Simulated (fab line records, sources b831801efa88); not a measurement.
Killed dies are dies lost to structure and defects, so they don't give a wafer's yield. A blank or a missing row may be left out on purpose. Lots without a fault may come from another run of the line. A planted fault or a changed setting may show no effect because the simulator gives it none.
Problem report in the 8D (eight disciplines) form, filled by code | flow gf180mcu | the parts of the form that need people (team, actions taken, sign-off) are left out

1. THE PROBLEM
cathode_dc_power_W at GF_M2_SPUTTER_00 reads a mean of 4436.4 W on 6 wafers of 2 lots; wafers without a fault read 3999.8 W with a standard deviation of 0.79. That is +99 or more standard deviations from the usual mean.
The step: material Ti, target thk 37.5 nm, time 150 s.
First seen on wafer L484.1, day 24 00:25, on pvd_sputter-02. The record holds 42 wafers of 14 lots with a number at this step. Rule for "out", or "out of limits": more than 4 standard deviations from the usual mean. The other wafers with a number count as sound.

2. WHAT IT IS AND WHAT IT IS NOT
question                    | is                     | is not
which readings at this step | cathode_dc_power_W     | substrate_temp_c, throttle_valve_pct
which lots                  | L484, L485             | L469, L470, L472, L473, L474, L475, L482, L487, L488, L490, L491, L492
which wafers of those lots  | all that have a number | -
read on which tools         | pvd_sputter-02         | pvd_sputter-01, pvd_sputter-04
when                        | from day 24 00:25      | up to then (21 sound wafers); but 15 sound wafers of L487, L488, L490, L491, L492 came after

3. SUSPECTS, AND WHAT RULES EACH OUT
Counting: a tool at a process step up to the reading stays a suspect if it ran every lot that is out and no sound lot after the first of them.
- pvd_sputter-02 at GF_M2_SPUTTER_00 (material Ti, target thk 37.5 nm, time 150 s): kept. It ran every lot that is out, first L484 (day 24 00:25), and no sound lot after that; its last sound lot up to then is L482 (day 23 06:19). Its own readings are out on those wafers: cathode_dc_power_W.
Left after counting: pvd_sputter-02 at GF_M2_SPUTTER_00.

4. THE CAUSE (what the simulator had put in)
Process parameter drift: pvd_sputter-02, from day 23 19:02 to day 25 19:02, at GF_M2_SPUTTER_00. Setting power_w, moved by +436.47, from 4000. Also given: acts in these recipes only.
Counting left only this tool.

5. THE CHAIN OF EFFECTS, in route order
Each row: a reading whose mean over the struck wafers that have a number lies more than 3 standard deviations from the usual. Only readings for which the record gives a usual standard deviation are gone through. hours: the time from each lot's start at the first step in this table that gives one to its start at this step, as a median over the lots. sigmas: the change in usual standard deviations.
hours | step             | reading            | usual    | on struck wafers | change | sigmas
0     | GF_M2_SPUTTER_00 | cathode_dc_power_W | 3999.8 W | 4436.4           | +436.6 | +99 or more
The process steps in it:
- GF_M2_SPUTTER_00: material Ti, target thk 37.5 nm, time 150 s.

6. WHAT WOULD HAVE CAUGHT IT SOONER
In this record the first reading out of limits was taken at day 24 00:25, 5 hours after the fault began at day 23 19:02.
